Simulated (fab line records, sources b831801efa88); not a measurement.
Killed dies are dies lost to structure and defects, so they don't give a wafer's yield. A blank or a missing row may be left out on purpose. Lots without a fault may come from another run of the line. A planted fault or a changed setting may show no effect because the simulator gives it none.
Which tool did it? | flow sky130 | 13 lots, 39 wafers sampled, at 4 steps of a route of 708

WHAT THE GAUGES READ, wafer by wafer
SKY_CONTACT_OVL_MEAS_15.
lot  | measured     | on         | CONTACT_OVL (nm)
L261 | day 31 21:51 | overlay-02 | -2 6 1
L262 | day 32 02:23 | overlay-01 | 11 10 10
L263 | day 32 06:46 | overlay-02 | 6 5 6
L266 | day 33 10:43 | overlay-01 | 7 12 0
L269 | day 34 07:19 | overlay-02 | 3 1 11
L271 | day 35 06:58 | overlay-01 | 10 7 17
L273 | day 35 17:20 | overlay-01 | -4 3 -3
L275 | day 36 09:03 | overlay-01 | 5 1 4
L278 | day 37 04:29 | overlay-02 | -4 4 8
L279 | day 37 16:53 | overlay-02 | 6 2 6
L280 | day 37 21:06 | overlay-02 | -7 -3 -3
L281 | day 37 22:40 | overlay-01 | 0 1 -1
L283 | day 38 14:55 | overlay-01 | 10 11 12

WHICH TOOL RAN EACH LOT (tool, then ch and the chambers of the sampled wafers, then the start)
lot  | SKY_FIELD_ISO_ETCH_15             | SKY_LDD_N_IMPLANT_12            | SKY_CONTACT_CMP_04
L261 | rie_diel-02 ch 0,2,3, day 2 04:26 | implanter-04 ch 0, day 18 06:05 | cmp-02 ch 1,2,3, day 30 17:23
L262 | rie_diel-03 ch 0,1,3, day 2 07:32 | implanter-02 ch 0, day 18 06:13 | cmp-02 ch 1,3, day 30 22:04
L263 | rie_diel-02 ch 0,2,3, day 2 14:44 | implanter-02 ch 0, day 18 12:26 | cmp-01 ch 0,1,2, day 31 03:26
L266 | rie_diel-04 ch 1,2,3, day 3 09:05 | implanter-01 ch 0, day 19 22:44 | cmp-02 ch 0,2,3, day 32 07:29
L269 | rie_diel-03 ch 0,1,2, day 3 21:13 | implanter-01 ch 0, day 20 21:08 | cmp-02 ch 2,3, day 33 03:43
L271 | rie_diel-04 ch 0,2,3, day 4 11:10 | implanter-04 ch 0, day 21 23:04 | cmp-02 ch 1,2,3, day 34 04:32
L273 | rie_diel-03 ch 0,1,3, day 4 20:10 | implanter-01 ch 0, day 22 14:20 | cmp-02 ch 1,3, day 34 15:19
L275 | rie_diel-02 ch 0,1,2, day 5 06:14 | implanter-02 ch 0, day 23 02:26 | cmp-02 ch 0,2, day 35 05:58
L278 | rie_diel-04 ch 0,1,2, day 5 20:32 | implanter-04 ch 0, day 24 03:01 | cmp-02 ch 0,1,2, day 36 02:11
L279 | rie_diel-02 ch 0,2,3, day 6 03:32 | implanter-01 ch 0, day 24 16:34 | cmp-01 ch 0,1,2, day 36 14:13
L280 | rie_diel-04 ch 0,3, day 6 06:58   | implanter-04 ch 0, day 24 21:46 | cmp-02 ch 0,3, day 36 18:26
L281 | rie_diel-04 ch 1,2,3, day 6 13:13 | implanter-04 ch 0, day 25 02:28 | cmp-02 ch 1,2, day 36 19:16
L283 | rie_diel-03 ch 1,2,3, day 6 23:56 | implanter-01 ch 0, day 25 18:40 | cmp-01 ch 0,2,3, day 37 12:19
- SKY_FIELD_ISO_ETCH_15: etches the open film in CHF3/O2, stops on Si, target depth 180 nm, time 72 s.
- SKY_LDD_N_IMPLANT_12
- SKY_CONTACT_CMP_04: polishes SiO2.

WHAT THE TOOLS THEMSELVES READ (means of the sampled wafers that have a number; where no wafer has one, the mark that the record gives instead)
SKY_FIELD_ISO_ETCH_15.
lot  | tool        | bias_w (W) | drypump_motor_current_A (A) | oes_product_au (a.u.) | throttle_valve_pct (%)
L261 | rie_diel-02 | 199.7      | 6.0                         | 0.953                 | 8.842
L262 | rie_diel-03 | 199.7      | 5.6                         | 0.947                 | 8.837
L263 | rie_diel-02 | 199.9      | 6.0                         | 0.956                 | 8.849
L266 | rie_diel-04 | 200.6      | 6.0                         | 0.943                 | 8.846
L269 | rie_diel-03 | 200.2      | 5.5                         | 0.956                 | 8.843
L271 | rie_diel-04 | 200.0      | 6.0                         | 0.951                 | 8.845
L273 | rie_diel-03 | 200.2      | 5.5                         | 0.945                 | 8.843
L275 | rie_diel-02 | 199.7      | 5.8                         | 0.942                 | 8.853
L278 | rie_diel-04 | 200.1      | 6.1                         | 0.948                 | 8.839
L279 | rie_diel-02 | 199.7      | 6.0                         | 0.945                 | 8.843
L280 | rie_diel-04 | 199.8      | 5.8                         | 0.945                 | 8.835
L281 | rie_diel-04 | 199.5      | 6.0                         | 0.939                 | 8.843
L283 | rie_diel-03 | 199.5      | 5.4                         | 0.944                 | 8.844

SKY_LDD_N_IMPLANT_12.
lot  | tool         | faraday_current_uA | tilt_deg (degrees)
L261 | implanter-04 | 28.9               | 29.993
L262 | implanter-02 | 28.3               | 30.007
L263 | implanter-02 | 27.7               | 29.981
L266 | implanter-01 | 28.6               | 29.997
L269 | implanter-01 | 28.0               | 0.016
L271 | implanter-04 | 28.4               | 29.985
L273 | implanter-01 | 28.1               | 0.003
L275 | implanter-02 | 28.6               | 29.967
L278 | implanter-04 | 28.7               | 29.976
L279 | implanter-01 | 27.8               | 30.003
L280 | implanter-04 | 28.2               | 30.041
L281 | implanter-04 | 28.3               | 30.009
L283 | implanter-01 | 28.4               | 29.980

SKY_CONTACT_CMP_04.
lot  | tool   | motor_current_A (A) | retaining_ring_pressure_frac | time_to_endpoint_s (s)
L261 | cmp-02 | 12.3                | 1.003                        | 83
L262 | cmp-02 | 11.9                | 1.000                        | 85
L263 | cmp-01 | 11.9                | 0.999                        | 83
L266 | cmp-02 | 11.4                | 1.001                        | 79
L269 | cmp-02 | 10.6                | 1.002                        | 81
L271 | cmp-02 | 12.0                | 1.004                        | 82
L273 | cmp-02 | 11.8                | 0.992                        | 85
L275 | cmp-02 | 13.0                | 1.001                        | 80
L278 | cmp-02 | 12.5                | 0.999                        | 85
L279 | cmp-01 | 11.8                | 1.002                        | 80
L280 | cmp-02 | 10.1                | 1.000                        | 78
L281 | cmp-02 | 13.8                | 0.997                        | 87
L283 | cmp-01 | 12.0                | 1.000                        | 76

THE ANSWER, worked out from the rows above alone
Rule: what is usual is taken from the lots themselves. Put in order of their means at a reading, lots are off if they are a third of the lots or fewer, leave a main group of 4 or more, and stand apart from it by a gap of 3 or more times the standard deviation of the main group's means; of several such gaps the widest counts. A main group whose means are all the same, to the digits that the tables above print for the reading, isn't used. A lot without any number at a reading at which 4 lots or more have one is off too. The other lots that the step has rows for count as sound. The gauges are gone through in route order, then the tools' own readings, and for those a lot's mean is taken as printed above. The first step at which some lot is off is used, and at that step the reading that is off furthest; a lot without a number counts as furthest.
Off: L269, L273, at SKY_LDD_N_IMPLANT_12 (tilt_deg). The main group: mean 29.994 degrees, standard deviation 0.02.
A tool fits if, at that step or a process step before it, it ran every lot that is off, and no sound lot after the first of them. None of those tried fits.

WHAT THE SIMULATOR HAD PUT IN
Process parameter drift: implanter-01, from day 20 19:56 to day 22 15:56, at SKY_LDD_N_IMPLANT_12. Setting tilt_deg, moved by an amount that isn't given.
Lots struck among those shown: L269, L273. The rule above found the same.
